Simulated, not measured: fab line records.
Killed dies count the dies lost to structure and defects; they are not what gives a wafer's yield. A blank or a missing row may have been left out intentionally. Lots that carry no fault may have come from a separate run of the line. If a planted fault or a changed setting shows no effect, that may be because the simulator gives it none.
A struck lot beside a sound one / flow sky130 / 15 out of 708 route steps
Sound: these wafers, L673.2, L673.3, L673.5. Struck: wafer L683.3. At the end, the cause is stated.
Per side, at each step with rows, come the tool, then ch with its chambers, and then its first start. Under that, the readings that differ: sound wafers / struck wafers / difference of the means / sigmas: that difference in standard deviations of wafers without a fault.
alike: same words and numbers on both sides, and readings whose means sit less than 2 such deviations apart. not compared: any withheld reading, any reading some wafer has no value for, any bound like >300 that may hide the same value, and any number with overlapping values for which the record gives no deviation.
Wherever a step has rows on one side only, a row that says differs or no value, or a row with sigmas, the two part there. Numbers that have no deviation but don't overlap get no sigmas and don't part them. A reading missing from all wafers of one side parts the sides only when that side holds two or more wafers.

SKY_LDD_P_OVL_MEAS_08:
  sound on overlay-01 at day 18 14:53; struck on overlay-01 at day 23 06:57
reading=LDD_P_OVL (nm); sound=0.5 0.6 -3.0; struck=1.8; difference=+2.4; sigmas=+2
then, 1 step without rows for these wafers: SKY_LDD_P_IMPLANT_09.
SKY_LDD_P_STRIP_10: strips in O2/N2.
  sound on plasmaAsher-03 ch 1, day 18 15:04; struck on plasmaAsher-03 ch 0, day 23 07:10
reading=drypumpMotorCurrentA (A); sound=5.9 5.9 5.9; struck=5.0; difference=-0.9; sigmas=-2
reading=stripTimeToEndpointS (s); sound=14.26 14.28 14.26; struck=14.40; difference=+0.13; sigmas=+3
  alike: oesProductAu
  not compared: rfHoursCounterH
SKY_LDD_P_TW_MEAS_11:
  sound on filmMetro-03 at day 18 15:10; struck on filmMetro-01 at day 23 07:15
  alike: LDD_P_TW
then, 7 steps without rows for these wafers: SKY_LDD_HVN_DEHYDRATE_00 (time 60 s); SKY_LDD_HVN_HMDS_01 (prime time 60 s); SKY_LDD_HVN_COAT_02 (resist thk 300 nm); SKY_LDD_HVN_SOFTBAKE_03 (time 60 s); SKY_LDD_HVN_EXPOSE_04 (exposes mask HVNTM, target cd 700 nm); SKY_LDD_HVN_PEB_05; SKY_LDD_HVN_DEVELOP_06 (develop time 60 s).
SKY_LDD_HVN_OVL_MEAS_07:
  sound on overlay-02 at day 19 21:47; struck on overlay-02 at day 24 12:33
  alike: LDD_HVN_OVL
SKY_LDD_HVN_IMPLANT_08:
  sound on implanter-03 ch 0, day 19 21:50; struck on implanter-03 ch 0, day 24 12:37
reading=beamOnS (s); sound=10.35 10.39 9.82; struck=11.53; difference=+1.34; sigmas=+6
reading=faradayCurrentUA; sound=163 162 173; struck=146; difference=-20; sigmas=-5
SKY_LDD_HVN_STRIP_09: strips in O2/N2.
  sound on plasmaAsher-04 ch 0,1, day 19 21:58; struck on plasmaAsher-03 ch 1, day 24 12:46
  alike: drypumpMotorCurrentA, oesProductAu, stripTimeToEndpointS
  not compared: rfHoursCounterH
-- record jumps: 24 days separate the struck wafers' starts on either side; left off in module LDD_HVN, taken up again in module PAD_OPEN, whose first shown step is the route's number 708 --
SKY_PAD_OPEN_PROBE_99:
  sound on prober-01 at day 45 10:43; struck on prober-01 at day 48 12:07
reading=model.etest.tip_n_5v.rsOhmSq; sound=1386 1384 1376; struck=1327; difference=-55; sigmas=
  alike: killed_at_M0_to_M3, killed_at_M4_up, killedAtContacts, killedAtFrontEnd, killedDies, killedOpen, killedShort

== WHERE THEY PART ==
Last at SKY_LDD_HVN_IMPLANT_08 as far as this record goes, first at SKY_LDD_P_OVL_MEAS_08. Later steps at which nothing parts them and some readings are alike: SKY_LDD_HVN_STRIP_09, SKY_PAD_OPEN_PROBE_99.

WHY: what the simulator had put in
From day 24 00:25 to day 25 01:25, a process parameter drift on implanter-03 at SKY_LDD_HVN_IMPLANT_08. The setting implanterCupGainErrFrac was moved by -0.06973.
